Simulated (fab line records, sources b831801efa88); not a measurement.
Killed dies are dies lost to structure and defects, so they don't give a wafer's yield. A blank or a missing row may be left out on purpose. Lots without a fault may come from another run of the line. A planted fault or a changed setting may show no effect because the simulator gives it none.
fab line records | flow gf180mcu
record lots=5 wafers=15 last_day=34
route steps=602 shown CONTACT@308 M1@315 V1@335
lots that met no fault: from a run of the same line without faults
start_h: hours from the record's first day to the start of the lot's first wafer shown | wait_h: hours since the lot's step before | " the same as in the row above | L1.1+2: a row that stands for several wafers | - no value, or no start given | * or withheld: withheld | < > ~ a bound
route shown NAME@n: a module of which the file shows steps, and the number in the route of the first | usual: mean/standard deviation of fault-free wafers | same: alike in all rows | chamber/n: place in a boat | sites: the reading at each site | _std_site: their standard deviation | _edge_site: outer sites' mean less inner sites' | radius_mm: how far each site lies from the wafer's centre | mask NAME#n: copy n | behind: the tool/chamber that last shaped the wafer | hold: why the lot was held/for how many hours/how that ended | device: the transistor (n, p or np) that didn't switch | end of line: the same wafers' tests at the end of the route | a step without rows: its recipe alone | killed: dies lost to structure and defects at the first sort, not the wafer's yield | map: a wafer's dies, x killed, . not, _ none there
set.NAME: the setting as run; set.NAME@STEP: as run at that earlier step | model.NAME: the simulator's own value behind a step, which no gauge read
lots at some steps of the route; a table a step, a row a wafer
services: from which hour (start_h, from the record's first day; less than 0 if before it) a tool's chamber was out of use, for how many hours, and why
## steps
# step GF_CONTACT_CLEAN_21
# recipe chemistry=dHF time_s=20 dilution=100:1 dry=ipa_marangoni
# columns lot.wafer tool chamber start_h wait_h
L076.1+4+5 wet_bench-01 1 378.82 0.0
L080.2+4+6 wet_bench-03 2 416.42 0.0
L086.1+4+6 wet_bench-03 0 472.52 0.0
L090.3+5+6 wet_bench-02 2 506.77 0.0
L095.1+3+4 wet_bench-01 2 546.79 0.0
# step GF_CONTACT_SPUTTER_22
# recipe material=Ti target_thk_nm=15 chamber_pressure_pa=5 power_w=2500 substrate_temp_c=200 time_s=80.02
# usual chamber_pressure_pa=5.002/0.0099 throttle_valve_pct=30.5/0.99
# columns lot.wafer tool chamber start_h wait_h chamber_pressure_pa throttle_valve_pct
L076.1 pvd_sputter-01 - 378.83 0.0 4.987 29.7
L076.4 " - " " 5.006 31.4
L076.5 " - " " 5.016 29.2
L080.2 pvd_sputter-04 - 416.43 0.0 4.994 32.1
L080.4 " - " " 5.008 31.0
L080.6 " - " " 4.995 30.4
L086.1 pvd_sputter-02 - 472.53 0.0 4.982 30.2
L086.4 " - " " 5.003 30.9
L086.6 " - " " 5.001 29.8
L090.3 pvd_sputter-02 - 506.78 0.0 5.013 31.8
L090.5 " - " " 4.998 32.0
L090.6 " - " " 5.005 29.8
L095.1 pvd_sputter-04 - 546.80 0.0 5.008 29.9
L095.3 " - " " 5.016 30.2
L095.4 " - " " 4.994 32.0
# step GF_CONTACT_SPUTTER_23
# recipe material=TiN target_thk_nm=10 chamber_pressure_pa=5 power_w=4000 time_s=40
# usual chamber_pressure_pa=5.000/0.0094 throttle_valve_pct=30.5/1
# columns lot.wafer tool chamber start_h wait_h chamber_pressure_pa throttle_valve_pct
L076.1 pvd_sputter-01 - 378.89 0.0 4.993 29.6
L076.4 " - " " 4.987 31.1
L076.5 " - " " 4.996 29.1
L080.2 pvd_sputter-04 - 416.49 0.0 4.994 32.0
L080.4 " - " " 4.979 31.0
L080.6 " - " " 5.001 30.4
L086.1 pvd_sputter-02 - 472.59 0.0 4.996 30.6
L086.4 " - " " 5.001 30.3
L086.6 " - " " 5.000 29.9
L090.3 pvd_sputter-02 - 506.84 0.0 4.992 31.7
L090.5 " - " " 4.991 32.2
L090.6 " - " " 4.986 30.0
L095.1 pvd_sputter-04 - 546.86 0.0 4.998 29.3
L095.3 " - " " 4.992 30.6
L095.4 " - " " 4.999 32.5
# step GF_CONTACT_CVD_24
# recipe material=W target_thk_nm=300 time_s=90.339 temp_c=400 pressure_torr=40
# usual heater_power_outer_w=611/77 heater_power_w=916/62
# columns lot.wafer tool chamber start_h wait_h heater_power_outer_w heater_power_w
L076.1 cvd_w-02 0 378.93 0.0 753 1038
L076.4 " 0 " " 778 1052
L076.5 " 1 " " 535 874
L080.2 cvd_w-01 1 416.53 0.0 637 932
L080.4 " 1 " " 657 1003
L080.6 " 1 " " 644 952
L086.1 cvd_w-02 1 472.63 0.0 528 872
L086.4 " 1 " " 517 854
L086.6 " 1 " " 517 863
L090.3 cvd_w-02 0 506.92 0.1 693 964
L090.5 " 0 " " 696 953
L090.6 " 1 " " 528 858
L095.1 cvd_w-01 1 546.90 0.0 661 967
L095.3 " 0 " " 551 832
L095.4 " 1 " " 673 969
# step GF_CONTACT_RS_MEAS_25
# recipe thk_meas_gauge=four-point-probe reads=W_of_CONTACT_CVD_24+TiN_of_CONTACT_SPUTTER_23+Ti_of_CONTACT_SPUTTER_22
# usual CONTACT_W_RS=0.381/0.0049
# columns lot.wafer tool chamber start_h wait_h CONTACT_W_RS[ohm/sq]
L076.1 film_metro-02 - 379.03 0.1 0.381
L076.4 " - " " 0.381
L076.5 " - " " 0.384
L080.2 film_metro-01 - 416.65 0.1 0.377
L080.4 " - " " 0.380
L080.6 " - " " 0.377
L086.1 film_metro-02 - 472.73 0.1 0.376
L086.4 " - " " 0.375
L086.6 " - " " 0.378
L090.3 film_metro-03 - 507.02 0.1 0.385
L090.5 " - " " 0.386
L090.6 " - " " 0.375
L095.1 film_metro-01 - 547.00 0.1 0.380
L095.3 " - " " 0.379
L095.4 " - " " 0.381
# step GF_CONTACT_THK_MEAS_26
# recipe thk_meas_gauge=xrf reads=W_of_CONTACT_CVD_24
# usual CONTACT_W_THK=298/5.8
# columns lot.wafer tool chamber start_h wait_h CONTACT_W_THK[nm]
L076.1 film_metro-02 - 379.15 0.1 291
L076.4 " - " " 294
L076.5 " - " " 289
L080.2 film_metro-01 - 416.76 0.1 303
L080.4 " - " " 304
L080.6 " - " " 304
L086.1 film_metro-02 - 472.85 0.1 296
L086.4 " - " " 296
L086.6 " - " " 295
L090.3 film_metro-03 - 507.12 0.1 295
L090.5 " - " " 294
L090.6 " - " " 302
L095.1 film_metro-01 - 547.12 0.1 302
L095.3 " - " " 303
L095.4 " - " " 300
# step GF_CONTACT_CMP_27
# recipe stop_on=SiO2 down_force_psi=3.5 platen_rpm=60 t_overpolish_s=15 target_thk_nm=0 pad_velocity_m_s=0.94248
# usual motor_current_A=11.3/1.1 overpolish_run_s=14.999/0.0098 slurry_flow_ml_min=150.0/0.48 time_to_endpoint_s=73/4.4
# columns lot.wafer tool chamber start_h wait_h motor_current_A overpolish_run_s slurry_flow_ml_min time_to_endpoint_s
L076.1 cmp-02 1 379.21 0.1 12.2 14.979 150.3 83
L076.4 " 0 " " 11.0 15.010 150.2 75
L076.5 " 2 " " 12.2 15.004 150.2 82
L080.4 cmp-02 2 416.86 0.1 12.2 15.011 150.9 75
L080.2 " 0 " " 10.4 15.009 149.4 68
L080.6 " 2 " " 12.8 14.994 150.6 76
L086.1 cmp-02 3 473.12 0.3 11.2 15.002 150.2 72
L086.4 " 1 " " 12.5 15.012 150.3 74
L086.6 " 3 " " 11.7 14.992 150.5 73
L090.3 cmp-02 3 507.26 0.1 11.5 15.008 150.3 70
L090.6 " 1 " " 13.2 15.006 149.6 76
L090.5 " 2 " " 12.8 15.008 150.3 75
L095.1 cmp-02 2 547.18 0.1 12.5 14.996 149.7 76
L095.3 " 3 " " 11.0 14.999 150.4 72
L095.4 " 0 " " 10.2 15.008 149.8 67
# step GF_M1_SPUTTER_00
# recipe material=Ti target_thk_nm=37.5 arriving_ion_energy_ev=80 substrate_temp_c=200 chamber_pressure_pa=2 power_w=4000 time_s=150
# usual chamber_pressure_pa=2.000/0.0043 throttle_valve_pct=30.7/0.83
# columns lot.wafer tool chamber start_h wait_h chamber_pressure_pa throttle_valve_pct
L076.1 pvd_sputter-04 - 379.51 0.2 2.004 30.0
L076.4 " - " " 1.999 31.0
L076.5 " - " " 2.003 32.4
L080.2 pvd_sputter-03 - 417.11 0.1 2.000 31.5
L080.4 " - " " 1.998 30.2
L080.6 " - " " 1.998 31.7
L086.1 pvd_sputter-04 - 473.37 0.2 1.993 32.0
L086.4 " - " " 2.000 31.0
L086.6 " - " " 2.002 29.5
L090.3 pvd_sputter-04 - 507.46 0.1 1.992 30.9
L090.5 " - " " 1.989 31.0
L090.6 " - " " 2.009 32.1
L095.1 pvd_sputter-03 - 547.48 0.2 2.004 29.9
L095.3 " - " " 2.005 30.6
L095.4 " - " " 1.994 30.3
# step GF_M1_SPUTTER_01
# recipe material=TiN target_thk_nm=30 power_w=6500 time_s=25 chamber_pressure_pa=0.4
# usual chamber_pressure_pa=0.4000/0.00081 throttle_valve_pct=30.7/0.83
# columns lot.wafer tool chamber start_h wait_h chamber_pressure_pa throttle_valve_pct
L076.1 pvd_sputter-04 - 379.61 0.1 0.3996 30.3
L076.4 " - " " 0.4009 30.9
L076.5 " - " " 0.4005 32.1
L080.2 pvd_sputter-03 - 417.21 0.1 0.4009 31.3
L080.4 " - " " 0.4008 30.6
L080.6 " - " " 0.4004 31.5
L086.1 pvd_sputter-04 - 473.47 0.1 0.4010 32.5
L086.4 " - " " 0.4002 30.9
L086.6 " - " " 0.3993 30.1
L090.3 pvd_sputter-04 - 507.56 0.1 0.4001 30.9
L090.5 " - " " 0.3988 31.3
L090.6 " - " " 0.4005 32.2
L095.1 pvd_sputter-03 - 547.58 0.1 0.3996 29.7
L095.3 " - " " 0.4007 30.6
L095.4 " - " " 0.4009 30.3
# step GF_M1_SPUTTER_02
# recipe material=AlCu target_thk_nm=450 power_w=10600 time_s=23.9 chamber_pressure_pa=0.4
# usual chamber_pressure_pa=0.4001/0.00081 throttle_valve_pct=30.7/0.82
# columns lot.wafer tool chamber start_h wait_h chamber_pressure_pa throttle_valve_pct
L076.1 pvd_sputter-04 - 379.64 0.0 0.4007 30.5
L076.4 " - " " 0.4016 31.1
L076.5 " - " " 0.3984 32.2
L080.2 pvd_sputter-03 - 417.24 0.0 0.4004 31.6
L080.4 " - " " 0.4000 30.8
L080.6 " - " " 0.4004 31.4
L086.1 pvd_sputter-04 - 473.50 0.0 0.3998 32.1
L086.4 " - " " 0.4000 30.8
L086.6 " - " " 0.4002 29.5
L090.3 pvd_sputter-04 - 507.59 0.0 0.3996 31.2
L090.5 " - " " 0.4009 31.1
L090.6 " - " " 0.3989 32.2
L095.1 pvd_sputter-03 - 547.61 0.0 0.4013 30.1
L095.3 " - " " 0.4008 30.4
L095.4 " - " " 0.3993 30.1
# step GF_M1_SPUTTER_03
# recipe material=Ti target_thk_nm=10 substrate_temp_c=300 chamber_pressure_pa=0.3 power_w=3000 time_s=6.7
# usual chamber_pressure_pa=0.3001/0.00058 throttle_valve_pct=30.7/0.84
# columns lot.wafer tool chamber start_h wait_h chamber_pressure_pa throttle_valve_pct
L076.1 pvd_sputter-04 - 379.67 0.0 0.2990 30.2
L076.4 " - " " 0.3004 31.1
L076.5 " - " " 0.2998 32.1
L080.2 pvd_sputter-03 - 417.27 0.0 0.2996 31.9
L080.4 " - " " 0.3004 30.4
L080.6 " - " " 0.2988 31.7
L086.1 pvd_sputter-04 - 473.53 0.0 0.3000 32.1
L086.4 " - " " 0.3001 31.0
L086.6 " - " " 0.3003 29.6
L090.3 pvd_sputter-04 - 507.62 0.0 0.3005 31.2
L090.5 " - " " 0.3004 31.1
L090.6 " - " " 0.2998 32.2
L095.1 pvd_sputter-03 - 547.64 0.0 0.2993 30.0
L095.3 " - " " 0.3003 30.2
L095.4 " - " " 0.3006 30.4
# step GF_M1_SPUTTER_04
# recipe material=TiN target_thk_nm=50 power_w=6500 time_s=41.7 chamber_pressure_pa=0.4
# usual chamber_pressure_pa=0.4000/0.00076 throttle_valve_pct=30.7/0.82
# columns lot.wafer tool chamber start_h wait_h chamber_pressure_pa throttle_valve_pct
L076.1 pvd_sputter-04 - 379.69 0.0 0.3995 30.3
L076.4 " - " " 0.4010 31.1
L076.5 " - " " 0.4006 32.5
L080.2 pvd_sputter-03 - 417.29 0.0 0.3999 31.4
L080.4 " - " " 0.3990 30.4
L080.6 " - " " 0.3995 31.5
L086.1 pvd_sputter-04 - 473.56 0.0 0.3993 32.3
L086.4 " - " " 0.3985 30.8
L086.6 " - " " 0.3996 29.5
L090.3 pvd_sputter-04 - 507.64 0.0 0.4002 30.9
L090.5 " - " " 0.3999 31.0
L090.6 " - " " 0.4002 32.0
L095.1 pvd_sputter-03 - 547.66 0.0 0.3991 30.2
L095.3 " - " " 0.4002 30.3
L095.4 " - " " 0.4007 30.0
# step GF_M1_RS_MEAS_05
# recipe thk_meas_gauge=four-point-probe reads=TiN_of_M1_SPUTTER_04+Ti_of_M1_SPUTTER_03+AlCu_of_M1_SPUTTER_02+TiN_of_M1_SPUTTER_01+Ti_of_M1_SPUTTER_00
# usual M1_ALCU_RS=0.0693/0.00089
# columns lot.wafer tool chamber start_h wait_h M1_ALCU_RS[ohm/sq]
L076.1 film_metro-03 - 379.73 0.0 0.0694
L076.4 " - " " 0.0685
L076.5 " - " " 0.0698
L080.2 film_metro-01 - 417.35 0.0 0.0666
L080.4 " - " " 0.0684
L080.6 " - " " 0.0670
L086.1 film_metro-03 - 473.59 0.0 0.0690
L086.4 " - " " 0.0700
L086.6 " - " " 0.0699
L090.3 film_metro-04 - 507.72 0.1 0.0693
L090.5 " - " " 0.0697
L090.6 " - " " 0.0688
L095.1 film_metro-04 - 547.70 0.0 0.0696
L095.3 " - " " 0.0688
L095.4 " - " " 0.0685
# step GF_M1_THK_MEAS_06
# recipe thk_meas_gauge=xrf reads=AlCu_of_M1_SPUTTER_02
# usual M1_ALCU_THK=449/6.1
# columns lot.wafer tool chamber start_h wait_h M1_ALCU_THK[nm]
L076.1 film_metro-03 - 379.85 0.1 448
L076.4 " - " " 454
L076.5 " - " " 447
L080.2 film_metro-01 - 417.46 0.1 467
L080.4 " - " " 461
L080.6 " - " " 467
L086.1 film_metro-03 - 473.71 0.1 449
L086.4 " - " " 445
L086.6 " - " " 445
L090.3 film_metro-04 - 507.82 0.1 447
L090.5 " - " " 448
L090.6 " - " " 452
L095.1 film_metro-04 - 547.82 0.1 448
L095.3 " - " " 451
L095.4 " - " " 455
# step GF_M1_DEHYDRATE_07
# recipe temp_c=200 time_s=60
# columns lot.wafer tool chamber start_h wait_h
L076.1+4+5 litho_track-04 0 390.68 10.8
L080.2+4+6 litho_track-01 0 429.02 11.5
L086.1+4+6 litho_track-01 0 485.29 11.6
L090.3+5+6 litho_track-01 0 518.84 11.0
L095.1+3+4 litho_track-04 0 557.43 9.6
# step GF_M1_HMDS_08
# recipe prime_time_s=60 prime_temp_c=120
# columns lot.wafer tool chamber start_h wait_h
L076.1+4+5 litho_track-04 0 390.83 0.1
L080.2+4+6 litho_track-01 0 429.17 0.1
L086.1+4+6 litho_track-01 0 485.44 0.1
L090.3+5+6 litho_track-01 0 518.99 0.1
L095.1+3+4 litho_track-04 0 557.58 0.1
# step GF_M1_COAT_09
# recipe resist=KrF spin_rpm=withheld resist_thk_nm=1000
# columns lot.wafer tool chamber start_h wait_h
L076.1+4+5 litho_track-04 0 390.98 0.1
L080.2+4+6 litho_track-01 0 429.32 0.1
L086.1+4+6 litho_track-01 0 485.59 0.1
L090.3+5+6 litho_track-01 0 519.14 0.1
L095.1+3+4 litho_track-04 0 557.73 0.1
# step GF_M1_SOFTBAKE_10
# recipe temp_c=130 time_s=60 resist=KrF
# columns lot.wafer tool chamber start_h wait_h
L076.1+4+5 litho_track-04 0 391.13 0.1
L080.2+4+6 litho_track-01 0 429.47 0.1
L086.1+4+6 litho_track-01 0 485.74 0.1
L090.3+5+6 litho_track-01 0 519.29 0.1
L095.1+3+4 litho_track-04 0 557.88 0.1
# step GF_M1_EXPOSE_11
# recipe mask_id=Metal1 target_cd_nm=230 na=0.68 source_shape=conventional sigma_outer=0.6 dose_mj=28
# columns lot.wafer tool chamber start_h wait_h mask
L076.1+4+5 krf_scanner-02 0 - - Metal1#0
L080.2+4+6 krf_scanner-01 0 - - Metal1#0
L086.1+4+6 krf_scanner-02 0 - - Metal1#0
L090.3+5+6 krf_scanner-02 0 - - Metal1#0
L095.1+3+4 krf_scanner-02 0 - - Metal1#0
# step GF_M1_PEB_12
# recipe peb_temp_c=135 peb_time_s=90 resist=KrF
# same peb_time_s=90
# columns lot.wafer tool chamber start_h wait_h
L076.1+4+5 litho_track-02 0 - -
L080.2+4+6 litho_track-01 0 - -
L086.1+4+6 litho_track-04 0 - -
L090.3+5+6 litho_track-01 0 - -
L095.1+3+4 litho_track-01 0 - -
# step GF_M1_DEVELOP_13
# recipe develop_time_s=60 dev_temp_c=21
# columns lot.wafer tool chamber start_h wait_h
L076.1+4+5 litho_track-02 0 402.61 0.2
L080.2+4+6 litho_track-01 0 441.62 0.2
L086.1+4+6 litho_track-04 0 498.28 0.2
L090.3+5+6 litho_track-01 0 530.29 0.1
L095.1+3+4 litho_track-01 0 569.24 0.2
# step GF_M1_CD_MEAS_14
# recipe target_cd_nm=230
# usual cd_nm=229.5/1.1
# columns lot.wafer tool chamber start_h wait_h cd_nm
L076.1 cd_sem-01 - 402.76 0.1 229.5
L076.4 " - " " 230.3
L076.5 " - " " 229.2
L080.2 cd_sem-02 - 441.76 0.1 229.9
L080.4 " - " " 229.3
L080.6 " - " " 230.6
L086.1 cd_sem-02 - 498.43 0.1 228.1
L086.4 " - " " 228.8
L086.6 " - " " 228.3
L090.3 cd_sem-02 - 530.43 0.1 229.4
L090.5 " - " " 229.0
L090.6 " - " " 229.1
L095.1 cd_sem-01 - 569.39 0.1 230.9
L095.3 " - " " 230.8
L095.4 " - " " 230.3
# step GF_M1_OVL_MEAS_15
# usual M1_OVL=1/6.3
# columns lot.wafer tool chamber start_h wait_h M1_OVL[nm]
L076.1 overlay-01 - 402.88 0.1 -17
L076.4 " - " " -3
L076.5 " - " " -10
L080.2 overlay-01 - 441.87 0.1 -5
L080.4 " - " " -10
L080.6 " - " " -3
L086.1 overlay-01 - 498.55 0.1 9
L086.4 " - " " -1
L086.6 " - " " 0
L090.3 overlay-01 - 530.52 0.1 4
L090.5 " - " " -1
L090.6 " - " " 13
L095.1 overlay-01 - 569.51 0.1 11
L095.3 " - " " 4
L095.4 " - " " 3
# step GF_M1_METAL_ETCH_16
# recipe chemistry=Cl2/BCl3 mask_material=KrF target_depth_nm=627.5 stop_on=SiO2 pressure_mtorr=8 icp_w=800 bias_w=140 Cl2_flow_sccm=80 bcl3_flow_sccm=40 time_s=104.6
# usual drypump_motor_current_A=5.6/0.35 oes_product_au=0.973/0.0068 throttle_valve_pct=28.249/0.011
# columns lot.wafer tool chamber start_h wait_h drypump_motor_current_A oes_product_au rf_hours_counter_h throttle_valve_pct
L076.1 rie_metal-02 0 402.91 0.0 5.9 0.977 11 28.261
L076.4 " 1 " " 5.6 0.980 - 28.257
L076.5 " 0 " " 5.9 0.970 - 28.243
L080.2 rie_metal-02 1 441.94 0.1 5.6 0.997 - 28.211
L080.4 " 1 " " 5.6 0.982 - 28.221
L080.6 " 1 " " 5.6 0.989 - 28.221
L086.1 rie_metal-02 0 498.58 0.0 5.9 0.969 1 28.240
L086.4 " 1 " " 5.6 0.968 - 28.265
L086.6 " 0 " " 5.9 0.972 - 28.261
L090.3 rie_metal-04 0 530.58 0.1 4.9 0.970 - 28.239
L090.5 " 0 " " 4.9 0.981 - 28.249
L090.6 " 1 " " 5.2 0.978 - 28.247
L095.1 rie_metal-02 1 569.55 0.0 5.6 0.971 2 28.252
L095.3 " 0 " " 5.9 0.974 - 28.247
L095.4 " 1 " " 5.6 0.976 - 28.236
# step GF_M1_STRIP_17
# recipe chemistry=O2/N2 power_w=1400 pressure_mtorr=1500 platen_temp_c=250 o2_flow_sccm=3000 n2_flow_sccm=300 overash_fraction=0.5
# usual drypump_motor_current_A=5.9/0.49 heater_power_w=348/22 oes_product_au=0.556/0.0048 strip_time_to_endpoint_s=7.85/0.039
# columns lot.wafer tool chamber start_h wait_h drypump_motor_current_A heater_power_w oes_product_au rf_hours_counter_h strip_time_to_endpoint_s
L076.1 plasma_asher-01 0 403.03 0.1 6.8 353 0.551 30 7.83
L076.4 " 0 " " 6.8 351 0.556 - 7.84
L076.5 " 0 " " 6.8 350 0.555 - 7.84
L080.2 plasma_asher-04 0 442.12 0.1 5.5 352 0.562 80 7.80
L080.4 " 1 " " 6.3 361 0.552 - 7.82
L080.6 " 1 " " 6.4 361 0.553 - 7.83
L086.1 plasma_asher-04 0 498.70 0.1 5.5 354 0.556 86 7.85
L086.4 " 0 " " 5.5 345 0.552 - 7.85
L086.6 " 0 " " 5.5 350 0.557 - 7.87
L090.3 plasma_asher-02 0 530.69 0.1 5.4 368 0.564 - 7.94
L090.5 " 0 " " 5.4 366 0.564 - 7.88
L090.6 " 1 " " 5.8 335 0.560 - 7.80
L095.1 plasma_asher-04 0 569.66 0.1 5.5 339 0.558 94 7.90
L095.3 " 1 " " 6.3 368 0.548 - 7.85
L095.4 " 0 " " 5.5 345 0.559 - 7.87
# step GF_M1_STRIP_18
# recipe chemistry=post_etch_residue_remover time_s=1200 temp_c=72.5
# columns lot.wafer tool chamber start_h wait_h
L076.1+4+5 wet_bench-01 1 403.13 0.1
L080.2+4+6 wet_bench-01 1 442.22 0.1
L086.1+4+6 wet_bench-04 0 498.80 0.1
L090.3+5+6 wet_bench-01 0 530.76 0.0
L095.1+3+4 wet_bench-03 0 569.76 0.1
# step GF_M1_CLEAN_19
# recipe chemistry=DIW dry=n2_spin
# columns lot.wafer tool chamber start_h wait_h
L076.1+4+5 wet_bench-03 3 403.47 0.0
L080.2+4+6 wet_bench-03 1 442.63 0.0
L086.1+4+6 wet_bench-01 2 499.14 0.0
L090.3+5+6 wet_bench-03 2 531.13 0.0
L095.1+3+4 wet_bench-04 3 570.10 0.0
# step GF_V1_CVD_00
# recipe material=SiO2 target_thk_nm=600 sigma_open_frac=0.3 temp_c=400 time_s=100 sih4_flow_sccm=60 pressure_mtorr=6
# usual sih4_flow_sccm=59.99/0.18
# columns lot.wafer tool chamber start_h wait_h sih4_flow_sccm
L076.1 hdpcvd-01 1 403.57 0.0 60.22
L076.4 " 1 " " 59.82
L076.5 " 0 " " 60.05
L080.2 hdpcvd-02 1 442.72 0.0 59.95
L080.4 " 0 " " 59.85
L080.6 " 1 " " 60.10
L086.1 hdpcvd-01 1 499.23 0.0 60.30
L086.4 " 1 " " 59.89
L086.6 " 0 " " 59.96
L090.3 hdpcvd-01 1 531.22 0.0 60.38
L090.5 " 0 " " 60.21
L090.6 " 1 " " 60.21
L095.1 hdpcvd-01 0 570.19 0.0 60.04
L095.3 " 1 " " 59.96
L095.4 " 1 " " 59.87
# step GF_V1_THK_MEAS_01
# recipe reads=SiO2_of_V1_CVD_00
# usual V1_CVD_00_THK=602/7.7
# columns lot.wafer tool chamber start_h wait_h V1_CVD_00_THK[nm]
L076.1 film_metro-01 - 403.64 0.0 593
L076.4 " - " " 593
L076.5 " - " " 592
L080.2 film_metro-04 - 442.84 0.1 585
L080.4 " - " " 597
L080.6 " - " " 588
L086.1 film_metro-04 - 499.30 0.0 608
L086.4 " - " " 606
L086.6 " - " " 591
L090.3 film_metro-02 - 531.32 0.1 606
L090.5 " - " " 601
L090.6 " - " " 610
L095.1 film_metro-04 - 570.26 0.0 619
L095.3 " - " " 606
L095.4 " - " " 608
# step GF_V1_CVD_02
# recipe material=SiO2 target_thk_nm=850 precursor=TEOS temp_c=400 time_s=94.851 rf_w=600
# usual heater_power_outer_w=388/69 heater_power_w=672/80
# columns lot.wafer tool chamber start_h wait_h heater_power_outer_w heater_power_w
L076.1 pecvd-04 2 403.70 0.1 507 792
L076.4 " 1 " " 400 684
L076.5 " 2 " " 390 665
L080.2 pecvd-03 0 442.89 0.0 317 615
L080.4 " 2 " " 481 748
L080.6 " 1 " " 384 690
L086.1 pecvd-03 2 499.36 0.1 475 733
L086.4 " 1 " " 403 697
L086.6 " 0 " " 325 616
L090.3 pecvd-03 1 531.36 0.0 370 637
L090.5 " 2 " " 492 747
L090.6 " 1 " " 384 695
L095.1 pecvd-04 0 570.32 0.1 326 592
L095.3 " 1 " " 343 647
L095.4 " 2 " " 390 643
# step GF_V1_THK_MEAS_03
# recipe reads=SiO2_of_V1_CVD_02
# usual V1_CVD_02_THK=843/12
# columns lot.wafer tool chamber start_h wait_h V1_CVD_02_THK[nm]
L076.1 film_metro-04 - 403.77 0.0 831
L076.4 " - " " 865
L076.5 " - " " 843
L080.2 film_metro-01 - 442.97 0.0 843
L080.4 " - " " 842
L080.6 " - " " 870
L086.1 film_metro-01 - 499.43 0.0 850
L086.4 " - " " 869
L086.6 " - " " 862
L090.3 film_metro-04 - 531.45 0.1 837
L090.5 " - " " 868
L090.6 " - " " 855
L095.1 film_metro-01 - 570.39 0.0 826
L095.3 " - " " 844
L095.4 " - " " 844
# step GF_V1_CMP_04
# recipe material=SiO2 down_force_psi=4 platen_rpm=60 pad_velocity_m_s=0.94248
# usual motor_current_A=12.3/1.2 slurry_flow_ml_min=150.0/0.53 time_to_endpoint_s=79/6.7
# columns lot.wafer tool chamber start_h wait_h motor_current_A slurry_flow_ml_min time_to_endpoint_s
L076.4 cmp-02 2 403.83 0.0 13.6 151.2 94
L076.1 " 0 " " 11.6 150.3 75
L076.5 " 2 " " 13.3 150.6 86
L080.2 cmp-01 1 443.02 0.0 11.0 149.7 82
L080.4 " 3 " " 11.8 150.1 75
L080.6 " 1 " " 10.9 150.1 93
L086.1 cmp-01 0 499.49 0.1 9.7 149.8 79
L086.4 " 3 " " 11.7 150.1 87
L086.6 " 0 " " 9.7 149.9 89
L090.3 cmp-02 3 531.54 0.1 12.7 150.5 72
L090.5 " 2 " " 14.2 150.6 90
L090.6 " 3 " " 12.4 150.4 80
L095.4 cmp-01 2 570.45 0.0 12.4 149.9 85
L095.3 " 0 " " 9.9 150.0 77
L095.1 " 1 " " 11.2 150.0 76
# step GF_V1_BOW_MEAS_05
# recipe mode=bow
# usual V1_BOW=82/7.7
# columns lot.wafer tool chamber start_h wait_h V1_BOW[um]
L076.1 film_metro-01 - 404.13 0.1 86
L076.4 " - " " 87
L076.5 " - " " 90
L080.2 film_metro-04 - 443.34 0.3 59
L080.4 " - " " 70
L080.6 " - " " 70
L086.1 film_metro-04 - 499.79 0.2 86
L086.4 " - " " 87
L086.6 " - " " 83
L090.3 film_metro-04 - 531.83 0.2 81
L090.5 " - " " 81
L090.6 " - " " 79
L095.1 film_metro-04 - 570.75 0.1 96
L095.3 " - " " 101
L095.4 " - " " 96
# step GF_V1_DEHYDRATE_06
# recipe temp_c=200 time_s=60
# columns lot.wafer tool chamber start_h wait_h
L076.1+4+5 litho_track-01 0 415.14 11.0
L080.2+4+6 litho_track-02 0 455.03 11.7
L086.1+4+6 litho_track-01 0 510.79 11.0
L090.3+5+6 litho_track-02 0 542.66 10.8
L095.1+3+4 litho_track-03 0 580.46 9.7
# step GF_V1_HMDS_07
# recipe prime_time_s=60 prime_temp_c=120
# columns lot.wafer tool chamber start_h wait_h
L076.1+4+5 litho_track-01 0 415.29 0.1
L080.2+4+6 litho_track-02 0 455.18 0.1
L086.1+4+6 litho_track-01 0 510.94 0.1
L090.3+5+6 litho_track-02 0 542.81 0.1
L095.1+3+4 litho_track-03 0 580.61 0.1
# step GF_V1_COAT_08
# recipe resist=BARC temp_c=withheld time_s=withheld spin_rpm=withheld resist_thk_nm=withheld
# columns lot.wafer tool chamber start_h wait_h
L076.1+4+5 litho_track-01 0 415.44 0.1
L080.2+4+6 litho_track-02 0 455.33 0.1
L086.1+4+6 litho_track-01 0 511.09 0.1
L090.3+5+6 litho_track-02 0 542.96 0.1
L095.1+3+4 litho_track-03 0 580.76 0.1
# step GF_V1_COAT_09
# recipe resist=KrF spin_rpm=withheld resist_thk_nm=1000
# columns lot.wafer tool chamber start_h wait_h
L076.1+4+5 litho_track-01 0 - -
L080.2+4+6 litho_track-02 0 - -
L086.1+4+6 litho_track-01 0 - -
L090.3+5+6 litho_track-02 0 - -
L095.1+3+4 litho_track-03 0 - -
# step GF_V1_SOFTBAKE_10
# recipe temp_c=130 time_s=60 resist=KrF
# columns lot.wafer tool chamber start_h wait_h
L076.1+4+5 litho_track-01 0 - -
L080.2+4+6 litho_track-02 0 - -
L086.1+4+6 litho_track-01 0 - -
L090.3+5+6 litho_track-02 0 - -
L095.1+3+4 litho_track-03 0 - -
# step GF_V1_EXPOSE_11
# recipe mask_id=Via1 target_cd_nm=260 na=0.68 source_shape=conventional sigma_outer=0.6 dose_mj=38
# columns lot.wafer tool chamber start_h wait_h mask
L076.1+4+5 krf_scanner-01 0 - - Via1#0
L080.2+4+6 krf_scanner-01 0 - - Via1#0
L086.1+4+6 krf_scanner-01 0 - - Via1#0
L090.3+5+6 krf_scanner-01 0 - - Via1#0
L095.1+3+4 krf_scanner-01 0 - - Via1#0
# step GF_V1_PEB_12
# recipe peb_temp_c=135 peb_time_s=90 resist=KrF
# same peb_time_s=90
# columns lot.wafer tool chamber start_h wait_h
L076.1+4+5 litho_track-01 0 - -
L080.2+4+6 litho_track-03 0 - -
L086.1+4+6 litho_track-01 0 - -
L090.3+5+6 litho_track-02 0 - -
L095.1+3+4 litho_track-03 0 - -
## services
# columns tool chamber start_h hours kind
krf_scanner-01 - 380.05 1.3 pm
hdpcvd-01 0 403.76 3.6 repair
cmp-02 - 404.14 4.0 pm
krf_scanner-01 - 404.43 1.7 repair
krf_scanner-01 - 406.17 1.0 pm
cmp-02 - 422.83 12.5 pm
krf_scanner-02 - 423.84 0.3 repair
krf_scanner-02 - 453.10 1.0 pm
cmp-02 - 456.09 1.6 repair
krf_scanner-02 - 466.37 0.8 pm
rie_metal-02 - 470.92 3.3 repair
cmp-02 - 473.59 7.1 pm
wet_bench-03 - 482.94 3.6 repair
hdpcvd-01 - 485.12 1.4 repair
pvd_sputter-03 - 485.76 4.1 repair
hdpcvd-01 - 505.13 2.4 repair
krf_scanner-02 - 506.75 0.8 pm
cmp-02 - 507.97 1.7 repair
krf_scanner-01 - 522.80 0.8 pm
krf_scanner-01 - 555.95 1.3 pm
krf_scanner-01 - 557.25 3.6 pm
pvd_sputter-03 - 565.80 0.5 repair
krf_scanner-01 - 573.59 1.0 pm
pvd_sputter-04 - 582.23 1.4 repair
## key
fault none
